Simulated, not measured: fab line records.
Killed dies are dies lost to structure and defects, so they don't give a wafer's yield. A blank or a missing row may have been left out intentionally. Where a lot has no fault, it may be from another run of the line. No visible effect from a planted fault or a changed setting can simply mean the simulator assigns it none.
8D (eight disciplines) problem report, filled in by code	flow sky130	the parts of the form that need people (team, actions taken, sign-off) are left out

## 1. THE PROBLEM
At SKY_PAD_OPEN_PROBE_99, killed_at_M0_to_M3 averages 110 over 6 wafers from 2 lots, while fault-free wafers read 44, standard deviation 7. That is +9.4 standard deviations from the usual mean.
First observed at day 48 00:13: wafer L569.3, on prober-01. The record has a number at this step for 6 wafers belonging to 2 lots. Rule for "out", or "out of limits": more than 4 standard deviations from the usual mean. The other wafers with a number count as sound.

## 2. WHAT IT IS AND WHAT IT IS NOT
question	is	is not
which readings at this step	killed_at_M0_to_M3, defectLimitedYield, killedDies, sort_bin_3_pad_short, sort_bin_5_function, sortNPass, sortYieldPct	killedAtContacts, killedAtOther, sort_bin_6_memory
which lots	L569, L570	-
which wafers of those lots	all that have a number	-
read on which tools	prober-01	-
when	from day 48 00:13	up to then (0 sound wafers)

## 3. WHAT RULES OUT EACH SUSPECT
Counting: a tool stays on the suspect list if, at a process step up to the reading, it processed all lots that are out and no sound lot following the first of them.
- wetBench-03 at SKY_METAL2_STRIP_21 (strips in post etch residue remover, time 1200 s): kept. It ran every lot that is out, first L569 (day 38 00:08), and no sound lot after that.
- pvdSputter-04 at SKY_METAL5_SPUTTER_03 (material Ti, target thk 5 nm, time 3.3 s): kept. It ran every lot that is out, first L569 (day 45 07:32), and no sound lot after that.
- rieMetal-01 at SKY_METAL5_METAL_ETCH_15 (etches the open film in Cl2/BCl3, stops on SiO2, target depth 1260 nm, time 252 s): kept. It ran every lot that is out, first L569 (day 46 04:12), and no sound lot after that.
- prober-01 at SKY_PAD_OPEN_PROBE_99: kept. It ran every lot that is out, first L569 (day 48 00:13), and no sound lot after that. Out on those wafers are its own readings of defectLimitedYield, killed_at_M0_to_M3, killedDies, sort_bin_3_pad_short, sort_bin_5_function, sortNPass, sortYieldPct.
Left after counting: wetBench-03 at SKY_METAL2_STRIP_21, pvdSputter-04 at SKY_METAL5_SPUTTER_03, rieMetal-01 at SKY_METAL5_METAL_ETCH_15, prober-01 at SKY_PAD_OPEN_PROBE_99.

## 4. THE CAUSE (what the simulator had put in)
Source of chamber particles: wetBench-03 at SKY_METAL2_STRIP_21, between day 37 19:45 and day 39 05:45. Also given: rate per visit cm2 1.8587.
Counting left 4 suspects, and this tool is among them.

## 5. THE EFFECT CHAIN, in route order
Each row: a reading whose mean over the struck wafers that have a number lies more than 3 standard deviations from the usual. Scope: only readings with a usual standard deviation given in the record; hours: median across lots of the time from each lot's start at the first step in this table that gives one to its start at this step; sigmas: change in usual standard deviations.
hours	step	reading	usual	on struck wafers	change	sigmas
0	SKY_PAD_OPEN_PROBE_99	defectLimitedYield	82.4 %	71.2	-11.2	-5.4
0	SKY_PAD_OPEN_PROBE_99	killed_at_M0_to_M3	44	110	+66	+9.4
0	SKY_PAD_OPEN_PROBE_99	killedDies	87	142	+55	+5.5
0	SKY_PAD_OPEN_PROBE_99	sort_bin_3_pad_short	0.9 %	4.6	+3.7	+7.5
0	SKY_PAD_OPEN_PROBE_99	sort_bin_5_function	10.4 %	17.8	+7.4	+5.3
0	SKY_PAD_OPEN_PROBE_99	sortNPass	405	350	-55	-5.5
0	SKY_PAD_OPEN_PROBE_99	sortYieldPct	82.4 %	71.2	-11.2	-5.4
Its process steps:
- SKY_PAD_OPEN_PROBE_99

## 6. WHAT WOULD HAVE CAUGHT IT SOONER
In this record the first reading out of limits was taken at day 48 00:13, 244 hours after the fault began at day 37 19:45.
Lots out: 2; all had begun SKY_METAL2_STRIP_21 on wetBench-03 by day 48 00:13. Tool hold at that time: it would have spared none of them.
